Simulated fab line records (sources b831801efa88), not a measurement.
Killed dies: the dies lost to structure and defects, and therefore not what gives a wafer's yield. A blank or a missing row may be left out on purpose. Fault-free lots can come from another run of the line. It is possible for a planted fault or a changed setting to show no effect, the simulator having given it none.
fab line records | flow sky130
record: lots: 10 wafers: 30 lastDay: 50
route steps=708 shown CONTACT@420 METAL1@435 VIA1@471 METAL2@485 PAD_OPEN@708
lots that met no fault: taken from a fault-free run of the same line
startH: start of the lot's first displayed wafer, in hours after the record's first day | waitH: hours elapsed since this lot's preceding step | " same as the row above | L1.1+2: a row that stands for several wafers | - no value, or no start was given | * or withheld: withheld | < > ~ a bound
route shown NAME@n: names a module that has steps shown in the file, with the first one's number in the route | usual: average and standard deviation across the fault-free wafers | same: alike in all rows | chamber/n: place in a boat | sites: each site's reading | _std_site: standard deviation across them | _edge_site: outer sites' mean less inner sites' | radiusMm: for every site, how far away it sits from the centre of the wafer | mask NAME#n: copy n | behind: the most recent tool/chamber to have shaped the wafer | hold: why the lot went on hold/how many hours it stayed there/how the hold came to an end | device: whichever transistor did not switch (one of n, p or np) | end of line: tests of these same wafers at the route's end | a step without rows: its recipe alone | killed: the dies lost at the first sort to structure and to defects; this is not the yield of the wafer | map: shows each die of a wafer: x if killed, . if not, _ if none is there
set.NAME: setting as actually run; set.NAME@STEP: the setting as run at that earlier step | model.NAME: the simulator's own value behind a step, which no gauge read
route steps across a sampled set of lots; one table per step, one row per wafer
services: when a tool's chamber went out of use (startH, in hours from the record's first day, below 0 if earlier), for how many hours, and the reason
== steps ==
step: SKY_CONTACT_CD_MEAS_14
recipe: targetCdNm: 170
usual: cdNm: 170.4/1.9
columns lot.wafer tool chamber startH waitH cdNm
L995.2 cdSem-02 - 728.53 - 172.0
L995.3 " - " " 171.4
L995.5 " - " " 173.7
L999.2 cdSem-02 - 794.48 - 171.6
L999.4 " - " " 172.8
L999.6 " - " " 170.6
L100.1 cdSem-02 - 800.61 - 172.3
L100.3 " - " " 172.0
L100.6 " - " " 171.8
L104.3 cdSem-01 - 818.18 - 169.2
L104.5 " - " " 168.6
L104.6 " - " " 169.1
L106.1 cdSem-01 - 833.86 - 170.1
L106.2 " - " " 169.9
L106.6 " - " " 170.8
L105.1 cdSem-01 - 835.49 - 170.6
L105.5 " - " " 171.9
L105.6 " - " " 169.3
L109.1 cdSem-01 - 852.09 - 173.4
L109.5 " - " " 172.4
L109.6 " - " " 172.8
L110.1 cdSem-02 - 858.94 - 168.2
L110.2 " - " " 168.4
L110.6 " - " " 169.5
L114.1 cdSem-02 - 890.16 - 169.4
L114.2 " - " " 168.6
L114.6 " - " " 168.7
L115.1 cdSem-01 - 895.87 - 168.4
L115.3 " - " " 168.2
L115.6 " - " " 169.0
step: SKY_METAL1_SPUTTER_01
recipe: material: TiN targetThkNm: 20 powerW: 6500 timeS: 16.7 chamberPressurePa: 0.4
usual: throttleValvePct: 29.3/0.81
columns lot.wafer tool chamber startH waitH throttleValvePct
L995.2 pvdSputter-01 - 730.07 0.0 30.1
L995.3 " - " " 29.2
L995.5 " - " " 29.0
L999.2 pvdSputter-03 - 796.02 0.0 29.8
L999.4 " - " " 30.3
L999.6 " - " " 30.2
L100.1 pvdSputter-01 - 802.30 0.0 30.3
L100.3 " - " " 29.4
L100.6 " - " " 29.3
L104.3 pvdSputter-03 - 819.80 0.0 30.3
L104.5 " - " " 29.5
L104.6 " - " " 29.4
L106.1 pvdSputter-03 - 835.42 0.0 30.3
L106.2 " - " " 28.9
L106.6 " - " " 29.6
L105.1 pvdSputter-04 - 837.06 0.0 29.1
L105.5 " - " " 27.0
L105.6 " - " " 29.3
L109.1 pvdSputter-01 - 853.65 0.0 29.1
L109.5 " - " " 29.3
L109.6 " - " " 29.4
L110.1 pvdSputter-04 - 860.53 0.0 29.7
L110.2 " - " " 27.0
L110.6 " - " " 29.0
L114.1 pvdSputter-01 - 891.72 0.0 30.4
L114.2 " - " " 29.1
L114.6 " - " " 29.2
L115.1 pvdSputter-03 - 897.42 0.0 30.0
L115.3 " - " " 29.8
L115.6 " - " " 29.6
step: SKY_VIA1_OVL_MEAS_13
usual: VIA1_OVL: 6/5.3
columns lot.wafer tool chamber startH waitH VIA1_OVL[nm]
L995.2 overlay-01 - 785.94 0.1 5
L995.3 " - " " 1
L995.5 " - " " 5
L999.2 overlay-02 - 850.74 0.1 11
L999.4 " - " " 9
L999.6 " - " " 6
L100.1 overlay-01 - 857.35 0.1 1
L100.3 " - " " 0
L100.6 " - " " -4
L104.3 overlay-01 - 873.80 0.1 -2
L104.5 " - " " 7
L104.6 " - " " 2
L106.1 overlay-01 - 888.53 0.1 12
L106.2 " - " " 1
L106.6 " - " " 11
L105.1 overlay-02 - 889.94 0.1 4
L105.5 " - " " 5
L105.6 " - " " 4
L109.1 overlay-01 - 906.15 0.1 1
L109.5 " - " " 0
L109.6 " - " " -2
L110.1 overlay-02 - 914.13 0.1 10
L110.2 " - " " 8
L110.6 " - " " 9
L114.1 overlay-02 - 943.13 0.1 -1
L114.2 " - " " -6
L114.6 " - " " 2
L115.1 overlay-01 - 948.73 0.1 10
L115.3 " - " " 13
L115.6 " - " " 12
step: SKY_METAL2_SPUTTER_02
recipe: material: AlCu targetThkNm: 250 powerW: 10600 timeS: 13.3 chamberPressurePa: 0.4
usual: throttleValvePct: 29.5/1.1
columns lot.wafer tool chamber startH waitH throttleValvePct
L995.2 pvdSputter-02 - 787.33 0.0 29.9
L995.3 " - " " 29.9
L995.5 " - " " 29.7
L999.2 pvdSputter-02 - 852.14 0.0 29.9
L999.4 " - " " 29.8
L999.6 " - " " 30.4
L100.1 pvdSputter-03 - 858.75 0.0 29.3
L100.3 " - " " 29.6
L100.6 " - " " 29.6
L104.3 pvdSputter-02 - 875.22 0.0 30.0
L104.5 " - " " 30.0
L104.6 " - " " 30.0
L106.1 pvdSputter-02 - 889.96 0.0 31.9
L106.2 " - " " 29.8
L106.6 " - " " 30.1
L105.1 pvdSputter-03 - 891.34 0.0 29.4
L105.5 " - " " 29.0
L105.6 " - " " 30.3
L109.1 pvdSputter-02 - 907.58 0.0 29.9
L109.5 " - " " 29.7
L109.6 " - " " 29.9
L110.1 pvdSputter-02 - 916.05 0.0 30.1
L110.2 " - " " 29.6
L110.6 " - " " 30.0
L114.1 pvdSputter-04 - 944.53 0.0 29.1
L114.2 " - " " 27.0
L114.6 " - " " 29.4
L115.1 pvdSputter-03 - 950.13 0.0 29.2
L115.3 " - " " 30.0
L115.6 " - " " 29.5
step: SKY_METAL2_RS_MEAS_05
recipe: thkMeasGauge: four-point-probe reads: TiN_of_METAL2_SPUTTER_04+Ti_of_METAL2_SPUTTER_03+AlCu_of_METAL2_SPUTTER_02+TiN_of_METAL2_SPUTTER_01+Ti_of_METAL2_SPUTTER_00
usual: METAL2_ALCU_RS: 0.1272/0.0014
columns lot.wafer tool chamber startH waitH METAL2_ALCU_RS[ohm/sq]
L995.2 filmMetro-02 - 787.44 0.0 0.1267
L995.3 " - " " 0.1284
L995.5 " - " " 0.1271
L999.2 filmMetro-01 - 852.25 0.0 0.1274
L999.4 " - " " 0.1268
L999.6 " - " " 0.1274
L100.1 filmMetro-03 - 858.85 0.0 0.1274
L100.3 " - " " 0.1284
L100.6 " - " " 0.1274
L104.3 filmMetro-01 - 875.35 0.1 0.1282
L104.5 " - " " 0.1300
L104.6 " - " " 0.1279
L106.1 filmMetro-03 - 890.05 0.0 0.1285
L106.2 " - " " 0.1643
L106.6 " - " " 0.1296
L105.1 filmMetro-03 - 891.43 0.0 0.1270
L105.5 " - " " 0.1279
L105.6 " - " " 0.1263
L109.1 filmMetro-02 - 907.67 0.0 0.1648
L109.5 " - " " 0.1634
L109.6 " - " " 0.1281
L110.1 filmMetro-01 - 916.15 0.0 0.1286
L110.2 " - " " 0.1617
L110.6 " - " " 0.1624
L114.1 filmMetro-01 - 944.62 0.0 0.1250
L114.2 " - " " 0.1265
L114.6 " - " " 0.1259
L115.1 filmMetro-03 - 950.22 0.0 0.1263
L115.3 " - " " 0.1263
L115.6 " - " " 0.1259
step: SKY_METAL2_THK_MEAS_06
recipe: thkMeasGauge: xrf reads: AlCu_of_METAL2_SPUTTER_02
usual: METAL2_ALCU_THK: 254.5/2.9
columns lot.wafer tool chamber startH waitH METAL2_ALCU_THK[nm]
L995.2 filmMetro-02 - 787.55 0.1 255.0
L995.3 " - " " 250.7
L995.5 " - " " 254.1
L999.2 filmMetro-01 - 852.36 0.1 254.7
L999.4 " - " " 257.0
L999.6 " - " " 255.3
L100.1 filmMetro-03 - 858.97 0.1 255.5
L100.3 " - " " 252.2
L100.6 " - " " 254.4
L104.3 filmMetro-01 - 875.45 0.1 251.2
L104.5 " - " " 248.8
L104.6 " - " " 251.7
L106.1 filmMetro-03 - 890.17 0.1 252.6
L106.2 " - " " 209.1
L106.6 " - " " 250.6
L105.1 filmMetro-03 - 891.55 0.1 255.5
L105.5 " - " " 252.3
L105.6 " - " " 254.4
L109.1 filmMetro-02 - 907.79 0.1 210.0
L109.5 " - " " 211.7
L109.6 " - " " 251.2
L110.1 filmMetro-01 - 916.27 0.1 251.6
L110.2 " - " " 214.6
L110.6 " - " " 214.1
L114.1 filmMetro-01 - 944.74 0.1 260.6
L114.2 " - " " 254.7
L114.6 " - " " 256.1
L115.1 filmMetro-03 - 950.34 0.1 255.6
L115.3 " - " " 255.5
L115.6 " - " " 257.3
step: SKY_METAL2_METAL_ETCH_19
recipe: targetDepthA: 3600 stopOn: SiO2 overEtchFrac: 0.3 timeS: 78 chemistry: Cl2/BCl3 resistSidewallDeg: 88 pressureMtorr: 10 icpW: 900 biasW: 48.5 Cl2_flow_sccm: 60 bcl3FlowSccm: 30
usual: chamberPressureMTorr: 10.000/0.0091 drypumpMotorCurrentA: 5.3/0.36 oesProductAu: 0.854/0.0057 throttleValvePct: 22.263/0.0097
columns lot.wafer tool chamber startH waitH chamberPressureMTorr drypumpMotorCurrentA oesProductAu rfHoursCounterH throttleValvePct
L995.2 rieMetal-01 1 814.01 0.1 10.000 4.7 0.849 13 22.283
L995.3 " 1 " " 9.990 4.7 0.852 - 22.253
L995.5 " 0 " " 9.982 5.3 0.845 - 22.252
L999.2 rieMetal-03 1 878.18 0.0 10.007 5.4 0.849 5 22.273
L999.4 " 0 " " 10.008 4.7 0.852 - 22.284
L999.6 " 1 " " 9.994 5.4 0.853 - 22.261
L100.1 rieMetal-02 0 884.77 0.0 10.006 5.5 0.854 1 22.267
L100.3 " 0 " " 9.984 5.5 0.839 - 22.253
L100.6 " 0 " " 9.999 5.5 0.854 - 22.263
L104.3 rieMetal-01 1 901.63 0.1 10.013 4.7 0.851 - 22.271
L104.5 " 0 " " 10.010 5.3 0.852 - 22.248
L104.6 " 1 " " 9.996 4.7 0.844 - 22.258
L106.1 rieMetal-02 1 914.85 0.0 10.017 5.7 0.854 4 22.264
L106.2 " 0 " " 9.991 5.5 0.791 2 22.266
L106.6 " 1 " " 10.009 5.6 0.841 - 22.268
L105.1 rieMetal-01 0 917.03 0.0 10.000 5.3 0.858 19 22.271
L105.5 " 0 " " 9.992 5.3 0.851 - 22.257
L105.6 " 1 " " 10.001 4.7 0.854 - 22.263
L109.1 rieMetal-03 0 932.72 0.0 9.984 4.7 0.801 13 22.270
L109.5 " 1 " " 9.990 5.4 0.796 - 22.262
L109.6 " 0 " " 10.013 4.7 0.853 - 22.264
L110.1 rieMetal-03 0 940.70 0.0 10.007 4.7 0.847 14 22.262
L110.2 " 1 " " 10.007 5.4 0.793 9 22.262
L110.6 " 1 " " 10.001 5.4 0.802 - 22.236
L114.1 rieMetal-02 1 969.08 0.0 9.988 5.7 0.867 5 22.264
L114.2 " 0 " " 9.983 5.5 0.854 5 22.238
L114.6 " 0 " " 10.006 5.5 0.861 - 22.294
L115.1 rieMetal-02 0 974.55 0.0 9.998 5.5 0.865 5 22.257
L115.3 " 1 " " 10.003 5.6 0.858 - 22.256
L115.6 " 0 " " 9.998 5.5 0.857 - 22.260
step: SKY_PAD_OPEN_PROBE_99
usual: defectLimitedYield: 82.4/1.9 killed_at_M0_to_M3: 44/7.2 killed_at_M4_up: 3.2/1.8 killedAtContacts: 24/5.4 killedAtFrontEnd: 15/4 killedAtOther: 0.3/0.56 killedDies: 87/9.2 killedOpen: 47/7.3 killedShort: 39/5.7 sort_bin_3_pad_short: 0.9/0.45 sort_bin_5_function: 10.6/1.5 sort_bin_6_memory: 6.2/1.1 sortNPass: 405/9.2 sortYieldPct: 82.4/1.9
same: grossDies: 492 killedAtBackSide: 0 sort_bin_4_leakage[%]: 0 sort_bin_8_speed[%]: 0
columns lot.wafer tool chamber startH waitH defectLimitedYield[%] killed_at_M0_to_M3 killed_at_M4_up killedAtContacts killedAtFrontEnd killedAtOther killedDies killedOpen killedShort sort_bin_3_pad_short[%] sort_bin_5_function[%] sort_bin_6_memory[%] sortNPass sortYieldPct[%]
L110.1 prober-02 - 1167.89 0.1 83.9 36 4 22 16 1 79 41 36 1.4 7.5 7.1 413 83.9
L110.2 prober-02 - 1167.94 0.1 84.1 33 2 30 13 0 78 37 41 0.4 9.3 6.1 414 84.1
L110.6 prober-02 - 1168.14 0.2 80.5 47 10 30 9 0 96 57 39 0.2 13.2 6.1 396 80.5
killed by level:class
L110.1 VIA1:geometricParticle:open=14 LI_CONTACT:geometricParticle:open=6 VIA3:geometricParticle:short=6 CONTACT:geometricParticle:short=5 CONTACT:geometricParticle:open=5 FIELD_ISO:geometricParticle:open=4 FIELD_ISO:geometricParticle:short=4 METAL2:geometricParticle:short=4
L110.2 CONTACT:geometricParticle:open=8 VIA1:geometricParticle:open=8 CONTACT:geometricParticle:short=8 METAL1:geometricParticle:short=7 LI_CONTACT:geometricParticle:open=6 VIA2:geometricParticle:open=5 LI_CONTACT:geometricParticle:short=4 METAL2:geometricParticle:short=4
L110.6 CONTACT:geometricParticle:open=14 VIA1:geometricParticle:open=12 LI_CONTACT:geometricParticle:open=10 VIA1:geometricParticle:short=8 FIELD_ISO:geometricParticle:short=6 METAL4:geometricParticle:short=5 VIA3:geometricParticle:short=4 VIA3:geometricParticle:open=4
== services ==
columns tool chamber startH hours kind
pvdSputter-03 - 725.06 9.8 repair
pvdSputter-04 - 756.36 5.1 repair
pvdSputter-01 - 767.72 4.1 repair
rieMetal-01 0 773.39 3.3 repair
rieMetal-01 - 797.65 4.3 pm
pvdSputter-02 - 813.11 4.5 repair
rieMetal-03 1 815.70 1.3 repair
rieMetal-02 1 820.95 - clean
rieMetal-02 1 820.95 25.9 scheduledDown
rieMetal-02 1 820.95 25.9 ventCycle
pvdSputter-03 - 821.82 2.6 repair
pvdSputter-01 - 828.51 3.0 repair
pvdSputter-03 - 831.59 0.9 repair
pvdSputter-01 3 832.59 - consumableReplace:kit
pvdSputter-01 3 832.59 18.0 scheduledDown
rieMetal-03 - 859.10 1.4 pm
pvdSputter-03 3 867.82 - consumableReplace:kit
pvdSputter-03 3 867.82 18.0 scheduledDown
pvdSputter-03 3 867.82 18.0 ventCycle
pvdSputter-04 - 923.77 2.0 repair
rieMetal-03 - 927.07 0.5 repair
pvdSputter-01 - 927.30 2.9 repair
pvdSputter-03 - 930.74 1.1 repair
rieMetal-02 1 932.22 12.3 repair
== key ==
firstSign: step: SKY_METAL2_RS_MEAS_05 reading: METAL2_ALCU_RS direction: up sigmas: 26 usual: 0.1272 struck: 0.1633
effect: step: SKY_METAL2_THK_MEAS_06 reading: METAL2_ALCU_THK direction: down sigmas: 15 usual: 254.5 struck: 211.9
effect: step: SKY_METAL2_METAL_ETCH_19 reading: oesProductAu direction: down sigmas: 10 usual: 0.854 struck: 0.797
metAt SKY_METAL2_SPUTTER_02
struckLots L106,L109,L110
struckWafers L106.2,L109.1,L109.5,L110.2,L110.6
notActingAt SKY_CONTACT_CD_MEAS_14,SKY_METAL1_SPUTTER_01,SKY_VIA1_OVL_MEAS_13
fault: kind: siteProfileDrift tool: pvdSputter-02 chamber: - onsetH: 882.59 steps: SKY_METAL2_SPUTTER_02 basis: fraction maxAbsDrift: 0.37829 slopeSharePerHr: 84.063 sitePattern: 0,0,0,0,0,-1,-1,-1,-1 scope: struckWafersOnly
